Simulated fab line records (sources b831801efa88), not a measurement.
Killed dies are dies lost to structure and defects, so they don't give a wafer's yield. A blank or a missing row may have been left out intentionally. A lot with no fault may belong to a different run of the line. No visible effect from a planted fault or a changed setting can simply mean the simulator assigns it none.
8D (eight disciplines) problem report, filled in by code | flow sky130 | the parts of the form that need people (team, actions taken, sign-off) are left out

== 1. THE ISSUE ==
At SKY_METAL1_ETCH_18, rf_fwd_power_W averages 575.4 W over 6 wafers from 2 lots, while fault-free wafers read 493.8 W, standard deviation 1.6. That is +51 standard deviations from the usual mean.
The step: etches BARC in N2/H2, stops on SiO2, time 45.9 s, target depth 60 nm.
Earliest sighting: wafer L526.2 on rie_metal-02 at day 35 06:49. At this step, 36 wafers from 12 lots have a number in the record. Rule for "out" (also "out of limits"): further than 4 standard deviations from the usual mean. All remaining wafers that have a number are taken as sound.

== 2. WHAT IT IS AND WHAT IT IS NOT ==
question                    | is                     | is not
which readings at this step | rf_fwd_power_W         | drypump_motor_current_A, oes_product_au, throttle_valve_pct
which lots                  | L526, L529             | L519, L521, L522, L536, L537, L538, L539, L540, L541, L542
which wafers of those lots  | all that have a number | -
read on which tools         | rie_metal-02           | rie_metal-01, rie_metal-04
when                        | from day 35 06:49      | up to then (9 sound wafers); but 21 sound wafers of L536, L537, L538, L539, L540, L541, L542 came after

== 3. THE SUSPECTS, EACH WITH WHAT RULES IT OUT ==
Counting: a tool at a process step up to the reading stays a suspect if it ran every lot that is out and no sound lot after the first of them.
- rie_metal-02 at SKY_METAL1_ETCH_18 (etches BARC in N2/H2, stops on SiO2, time 45.9 s, target depth 60 nm): ruled out as a lasting fault. After its first lot that is out, L526 (day 35 06:49), sound lots L540, L541 ran on it.
Left after counting: nothing in the record.

== 4. THE CAUSE (what the simulator had put in) ==
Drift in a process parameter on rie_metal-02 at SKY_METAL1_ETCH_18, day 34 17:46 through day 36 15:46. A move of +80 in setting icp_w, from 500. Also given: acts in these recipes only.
Counting ruled it out, wrongly.

== 5. THE EFFECT CHAIN, in route order ==
One row per reading whose mean, taken over the struck wafers that have a number, lies over 3 standard deviations from the usual. Only readings for which the record gives a usual standard deviation are gone through. hours: the time from each lot's start at the first step in this table that gives one to its start at this step, as a median over the lots. sigmas: the change in usual standard deviations.
hours | step               | reading        | usual   | on struck wafers | change | sigmas
0     | SKY_METAL1_ETCH_18 | rf_fwd_power_W | 493.8 W | 575.4            | +81.6  | +51
It contains these process steps:
- SKY_METAL1_ETCH_18: etches BARC in N2/H2, stops on SiO2, time 45.9 s, target depth 60 nm.
Later steps that measure or inspect, where all struck wafers having a row at the step show a number for every such reading and not one has moved that far: SKY_VIA1_THK_MEAS_01, SKY_VIA1_CD_MEAS_12.

== 6. HOW IT WOULD HAVE BEEN CAUGHT EARLIER ==
In this record no reading fell out of limits until day 35 06:49, 13 hours after the fault had begun at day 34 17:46.
